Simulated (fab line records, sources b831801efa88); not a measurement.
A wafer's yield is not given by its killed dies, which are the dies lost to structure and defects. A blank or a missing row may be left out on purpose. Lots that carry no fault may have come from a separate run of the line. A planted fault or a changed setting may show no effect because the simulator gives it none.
Which tool did it? -- flow gf180mcu -- 13 lots, 39 wafers sampled, at 3 steps of a route of 602

## WHAT THE GAUGES SHOWED, per wafer
GF_VT_IMPLANT_TW_MEAS_21. Usual: VT_IMPLANT_2_TW gives 1220 (standard deviation 7).
lot,measured,on,VT_IMPLANT_2_TW,flag
L504,day 6 06:36,film metro-03,1227 1228 1226,
L505,day 6 12:54,film metro-03,1221 1223 1223,
L507,day 7 01:08,film metro-04,1225 1221 1222,
L508,day 7 08:26,film metro-03,1217 1209 1210,
L509,day 7 12:55,film metro-02,1232 1223 1231,
L515,day 9 03:58,film metro-04,1279 1279 1276,OFF
L516,day 9 12:01,film metro-02,1281 1284 1283,OFF
L518,day 9 22:59,film metro-04,1208 1217 1219,
L522,day 11 01:06,film metro-02,1215 1210 1212,
L524,day 11 15:56,film metro-03,1230 1224 1226,
L525,day 11 20:16,film metro-04,1208 1214 1216,
L526,day 11 23:23,film metro-02,1220 1215 1222,
L527,day 12 09:36,film metro-03,1228 1229 1218,

GF_PSD_TW_MEAS_11. Usual: PSD_TW gives 3197 (standard deviation 19).
lot,measured,on,PSD_TW,flag
L504,day 14 06:34,film metro-04,3184 3181 3196,
L505,day 14 16:41,film metro-02,3201 3178 3194,
L507,day 15 07:23,film metro-02,3204 3185 3184,
L508,day 15 17:42,film metro-03,3206 3189 3206,
L509,day 15 21:11,film metro-03,3214 3206 3227,
L515,day 18 04:58,film metro-03,3207 3226 3206,
L516,day 18 14:00,film metro-02,3198 3199 3192,
L518,day 19 05:44,film metro-04,3169 3175 3163,
L522,day 20 15:07,film metro-02,3191 3199 3195,
L524,day 21 11:58,film metro-03,3186 3177 3189,
L525,day 21 16:40,film metro-02,3217 3199 3209,
L526,day 21 20:50,film metro-04,3173 3167 3163,
L527,day 22 07:28,film metro-02,3189 3189 3198,

## WHICH TOOL RAN EACH LOT (tool, then ch and the chambers of the sampled wafers, then the start)
lot,GF_VT_IMPLANT_IMPLANT_19
L504,"implanter-01 ch 0, day 6 06:22"
L505,"implanter-03 ch 0, day 6 12:39"
L507,"implanter-01 ch 0, day 7 00:55"
L508,"implanter-03 ch 0, day 7 08:11"
L509,"implanter-04 ch 0, day 7 12:40"
L515,"implanter-03 ch 0, day 9 03:43"
L516,"implanter-03 ch 0, day 9 11:46"
L518,"implanter-04 ch 0, day 9 22:44"
L522,"implanter-04 ch 0, day 11 00:51"
L524,"implanter-04 ch 0, day 11 15:41"
L525,"implanter-01 ch 0, day 11 20:02"
L526,"implanter-03 ch 0, day 11 23:08"
L527,"implanter-04 ch 0, day 12 09:22"
- GF_VT_IMPLANT_IMPLANT_19

## AS READ BY THE TOOLS THEMSELVES (means over the sampled wafers that have a number; for cases with no such wafer, the mark the record gives instead)
GF_VT_IMPLANT_IMPLANT_19. Usual: dose ions cm2 4.349e+12, standard deviation 4.3e+09; faraday current uA 24.5, standard deviation 0.46.
lot,tool,dose ions cm2,faraday current uA,flag
L504,implanter-01,4.345e+12,24.5,
L505,implanter-03,4.344e+12,23.9,
L507,implanter-01,4.350e+12,24.8,
L508,implanter-03,4.345e+12,24.5,
L509,implanter-04,4.354e+12,24.3,
L515,implanter-03,5.103e+12,29.1,OFF
L516,implanter-03,5.108e+12,28.6,OFF
L518,implanter-04,4.353e+12,24.1,
L522,implanter-04,4.353e+12,24.7,
L524,implanter-04,4.350e+12,24.4,
L525,implanter-01,4.348e+12,24.5,
L526,implanter-03,4.346e+12,24.2,
L527,implanter-04,4.350e+12,24.6,

## THE ANSWER, worked out from the rows above alone
Rule: lot off if the mean of its wafers having a number is beyond 3 standard deviations from the usual mean. A lot without any number at a reading at which 4 lots or more have one is off too. Where the step has rows for the other lots, those lots are counted as sound. After the gauges, taken in route order, come the tools' own readings; for these a lot's mean is taken, as printed above. At the first step where some lot is off, the reading lying furthest off is the one used; lots without a number count as furthest.
Off: L515, L516, seen at GF_VT_IMPLANT_TW_MEAS_21 (VT_IMPLANT_2_TW).
If a tool, at a process step before that reading, ran all the lots that are off and no sound lot after the first of them, it fits. The gauges at GF_VT_IMPLANT_TW_MEAS_21 aren't tried: what is off there is off at GF_VT_IMPLANT_IMPLANT_19 too, on other tools, and a gauge's error can't cause that. None of those tried fits.

## WHAT HAD BEEN PUT IN BY THE SIMULATOR
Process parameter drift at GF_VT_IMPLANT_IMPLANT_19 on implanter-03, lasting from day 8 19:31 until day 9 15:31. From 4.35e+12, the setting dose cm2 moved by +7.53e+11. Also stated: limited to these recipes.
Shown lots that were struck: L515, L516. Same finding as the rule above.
